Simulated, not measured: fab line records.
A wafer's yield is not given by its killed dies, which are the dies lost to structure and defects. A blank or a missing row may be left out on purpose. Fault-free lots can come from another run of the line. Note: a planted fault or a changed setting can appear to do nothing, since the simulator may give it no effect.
Problem report, 8D (eight disciplines) form, completed by code -- flow sky130 -- the parts of the form that need people (team, actions taken, sign-off) are left out

## 1. WHAT IS WRONG
Wafers free of any fault read 563 nm (standard deviation 5.4) for CONTACT_HDPCVD_THK at SKY_CONTACT_THK_MEAS_03, against a mean of 458 nm on 3 wafers of 2 lots. That is -19 standard deviations from the usual mean.
Earliest sighting: wafer L149.1 on film_metro-04 at day 35 09:50. The record has a number at this step for 36 wafers belonging to 12 lots. The rule behind "out" and "out of limits": a value lying over 4 standard deviations away from the usual mean. Any other wafer with a number is counted as sound.

## 2. WHAT IT IS, AND WHAT IT ISN'T
question,is,is not
which readings at this step,CONTACT_HDPCVD_THK,-
which lots,"L149, L150","L138, L139, L140, L145, L151, L154, L157, L158, L159, L161"
which wafers of those lots,"L149.1, L149.4, L150.5","L149.3, L150.1, L150.3"
read on which gauges,"film_metro-02, film_metro-04",film_metro-03
when,from day 35 09:50,"up to then (13 sound wafers); but 20 sound wafers of L150, L151, L154, L157, L158, L159, L161 came after"

## 3. SUSPECTS, AND WHAT RULES EACH OUT
Counting: a tool at a process step up to the reading stays a suspect if it ran every lot that is out. Sound lots after the first of them don't rule it out here, since some wafers of a struck lot are sound.
- ruled out: the gauge at SKY_CONTACT_THK_MEAS_03. 2 gauges (film_metro-02, film_metro-04) read the wafers that are out.
- hdpcvd-01 at SKY_CONTACT_HDPCVD_02 (deposits SiO2, target thk 565 nm, time 94.2 s): kept. It ran every lot that is out, first L149 (day 35 09:46); its last sound lot up to then is L145 (day 34 05:29). Out on those wafers are its own readings of sih4_flow_sccm.
- Within hdpcvd-01 at SKY_CONTACT_HDPCVD_02: the wafers that are out ran in chamber 2; their sound lot-mates ran in chambers 0, 1.
The count leaves hdpcvd-01 at SKY_CONTACT_HDPCVD_02.

## 4. THE CAUSE (what the simulator had put in)
hdpcvd-01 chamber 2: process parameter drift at SKY_CONTACT_HDPCVD_02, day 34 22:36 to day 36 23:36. A move of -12 in setting sih4_flow_sccm, from 60. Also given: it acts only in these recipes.
After counting, this tool was the only one left.

## 5. THE EFFECT CHAIN, in route order
Each row: a reading whose mean over the struck wafers that have a number lies more than 3 standard deviations from the usual. Only readings for which the record gives a usual standard deviation are gone through. hours: the time from each lot's start at the first step in this table that gives one to its start at this step, as a median over the lots. sigmas: the change in usual standard deviations.
hours,step,reading,usual,on struck wafers,change,sigmas
0,SKY_CONTACT_HDPCVD_02,sih4_flow_sccm,59.98 sccm,48.01,-11.97,-67
0,SKY_CONTACT_THK_MEAS_03,CONTACT_HDPCVD_THK,563 nm,458,-105,-19
0,SKY_CONTACT_CMP_04,time_to_endpoint_s,82 s,39,-43,-13
It contains these process steps:
- SKY_CONTACT_HDPCVD_02: deposits SiO2, target thk 565 nm, time 94.2 s.
- SKY_CONTACT_CMP_04: polishes SiO2.
At these later measuring or inspecting steps, every struck wafer for which the step has a row has a number for every such reading, and none has moved that far: SKY_CONTACT_OVL_MEAS_15, SKY_CONTACT_RS_MEAS_25.

## 6. WHAT WOULD HAVE CAUGHT IT SOONER
In this record the first reading out of limits at a measuring or inspecting step was taken at day 35 09:50, 11 hours after the fault began at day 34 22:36.
Tool's own readings at SKY_CONTACT_HDPCVD_02, sih4_flow_sccm: out on all struck wafers the step has rows for; an alarm limit on them would have tripped on the first.
Among the 2 lots that are out, L150 began SKY_CONTACT_HDPCVD_02 on hdpcvd-01 after day 35 09:50. A hold on the tool at that time would have spared it.
